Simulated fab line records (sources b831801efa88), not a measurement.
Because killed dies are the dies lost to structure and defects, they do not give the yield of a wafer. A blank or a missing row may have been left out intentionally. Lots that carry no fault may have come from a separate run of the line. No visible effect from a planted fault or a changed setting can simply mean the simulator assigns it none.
What tool caused it? | flow sky130 | 36 wafers from 12 lots sampled at 4 of the route's 708 steps

== WHAT EACH GAUGE READ, for each wafer ==
SKY_VIA2_THK_MEAS_23: measures by xrf. Usual: VIA2_W_THK gives 413 nm (standard deviation 6.2).
lot  | measured     | on            | VIA2_W_THK (nm) | flag
L573 | day 36 05:25 | film-metro-04 | 411 413 406     |
L574 | day 36 13:21 | film-metro-04 | 411 409 411     |
L575 | day 36 20:27 | film-metro-03 | 416 414 416     |
L576 | day 37 07:36 | film-metro-01 | 415 412 408     |
L577 | day 37 19:16 | film-metro-01 | 425 418 413     |
L579 | day 38 07:49 | film-metro-04 | 403 407 408     |
L583 | day 39 17:42 | film-metro-04 | 405 402 401     |
L584 | day 40 01:12 | film-metro-03 | 415 422 416     |
L592 | day 42 08:49 | film-metro-01 | 415 423 414     |
L593 | day 42 17:43 | film-metro-03 | 412 406 415     |
L594 | day 42 19:32 | film-metro-01 | 410 420 417     |
L596 | day 42 22:24 | film-metro-04 | 408 409 400     |

== EACH LOT AND THE TOOL THAT RAN IT (in order: tool; ch and the chambers of the sampled wafers; start) ==
lot  | SKY_VIA1_SPUTTER_20          | SKY_METAL2_SPUTTER_02        | SKY_VIA2_ETCH_15
L573 | pvd-sputter-04, day 33 21:20 | pvd-sputter-01, day 33 22:02 | rie-diel-04 ch 1,2,3, day 36 04:26
L574 | pvd-sputter-03, day 34 05:25 | pvd-sputter-01, day 34 06:06 | rie-diel-04 ch 0,1,2, day 36 12:14
L575 | pvd-sputter-04, day 34 12:55 | pvd-sputter-01, day 34 13:35 | rie-diel-04 ch 0,1,2, day 36 19:26
L576 | pvd-sputter-01, day 35 00:15 | pvd-sputter-01, day 35 00:56 | rie-diel-04 ch 0,1,2, day 37 06:35
L577 | pvd-sputter-01, day 35 12:17 | pvd-sputter-02, day 35 12:58 | rie-diel-04 ch 1,2, day 37 18:17
L579 | pvd-sputter-01, day 36 01:21 | pvd-sputter-02, day 36 02:02 | rie-diel-02 ch 0,1, day 38 06:50
L583 | pvd-sputter-04, day 37 12:30 | pvd-sputter-03, day 37 13:11 | rie-diel-02 ch 1,2, day 39 16:44
L584 | pvd-sputter-01, day 37 19:40 | pvd-sputter-02, day 37 20:22 | rie-diel-02 ch 0,1,3, day 40 00:08
L592 | pvd-sputter-03, day 40 07:10 | pvd-sputter-02, day 40 07:50 | rie-diel-04 ch 0,2, day 42 07:50
L593 | pvd-sputter-04, day 40 14:31 | pvd-sputter-03, day 40 15:11 | rie-diel-04 ch 0,1,2, day 42 16:38
L594 | pvd-sputter-04, day 40 17:44 | pvd-sputter-02, day 40 18:25 | rie-diel-02 ch 1,2,3, day 42 18:32
L596 | pvd-sputter-03, day 40 20:10 | pvd-sputter-01, day 40 20:53 | rie-diel-02 ch 1,3, day 42 21:26
- SKY_VIA1_SPUTTER_20: material TiN, target thk 20 nm, time 80 s.
- SKY_METAL2_SPUTTER_02: material AlCu, target thk 250 nm, time 13.3 s.
- SKY_VIA2_ETCH_15: etches SiO2 in C4F8/O2/Ar, stops on TiN, target depth 546 nm, time 84 s.

== WHAT THE TOOLS THEMSELVES READ (means of the sampled wafers that have a number; where no wafer has one, the mark that the record gives instead) ==
SKY_VIA1_SPUTTER_20. Usual: 29.9 % for throttle-valve-pct, sd 0.81.
lot  | tool           | throttle-valve-pct (%) | flag
L573 | pvd-sputter-04 | 30.4                   |
L574 | pvd-sputter-03 | 30.1                   |
L575 | pvd-sputter-04 | 30.0                   |
L576 | pvd-sputter-01 | 28.4                   |
L577 | pvd-sputter-01 | 28.8                   |
L579 | pvd-sputter-01 | 29.7                   |
L583 | pvd-sputter-04 | 30.6                   |
L584 | pvd-sputter-01 | 29.3                   |
L592 | pvd-sputter-03 | 29.7                   |
L593 | pvd-sputter-04 | 30.2                   |
L594 | pvd-sputter-04 | 30.1                   |
L596 | pvd-sputter-03 | 29.8                   |

SKY_METAL2_SPUTTER_02. Usual: 29.2 % for throttle-valve-pct, sd 0.91.
lot  | tool           | throttle-valve-pct (%) | flag
L573 | pvd-sputter-01 | 28.8                   |
L574 | pvd-sputter-01 | 28.7                   |
L575 | pvd-sputter-01 | 29.5                   |
L576 | pvd-sputter-01 | 29.2                   |
L577 | pvd-sputter-02 | 28.6                   |
L579 | pvd-sputter-02 | 29.1                   |
L583 | pvd-sputter-03 | 29.9                   |
L584 | pvd-sputter-02 | 28.5                   |
L592 | pvd-sputter-02 | 28.7                   |
L593 | pvd-sputter-03 | 30.2                   |
L594 | pvd-sputter-02 | 29.0                   |
L596 | pvd-sputter-01 | 29.3                   |

SKY_VIA2_ETCH_15. Usual: 0.940 a.u. for oes-product-au, sd 0.0048.
lot  | tool        | oes-product-au (a.u.) | flag
L573 | rie-diel-04 | 0.943                 |
L574 | rie-diel-04 | 0.940                 |
L575 | rie-diel-04 | 0.941                 |
L576 | rie-diel-04 | 0.942                 |
L577 | rie-diel-04 | 0.935                 |
L579 | rie-diel-02 | 0.938                 |
L583 | rie-diel-02 | 0.944                 |
L584 | rie-diel-02 | 0.939                 |
L592 | rie-diel-04 | 0.937                 |
L593 | rie-diel-04 | 0.943                 |
L594 | rie-diel-02 | 0.937                 |
L596 | rie-diel-02 | 0.937                 |

== THE ANSWER, worked out from the rows above alone ==
Rule: lot off if the mean of its wafers having a number is beyond 3 standard deviations from the usual mean. Also off: a lot with no number at a reading for which 4 or more lots have one. The other lots that the step has rows for count as sound. After the gauges, taken in route order, come the tools' own readings; for these a lot's mean is taken, as printed above. The first step at which some lot is off is used, and at that step the reading that is off furthest; a lot without a number counts as furthest.
No lot is off at any reading shown: from this, nothing can be told.

== WHAT THE SIMULATOR PUT IN ==
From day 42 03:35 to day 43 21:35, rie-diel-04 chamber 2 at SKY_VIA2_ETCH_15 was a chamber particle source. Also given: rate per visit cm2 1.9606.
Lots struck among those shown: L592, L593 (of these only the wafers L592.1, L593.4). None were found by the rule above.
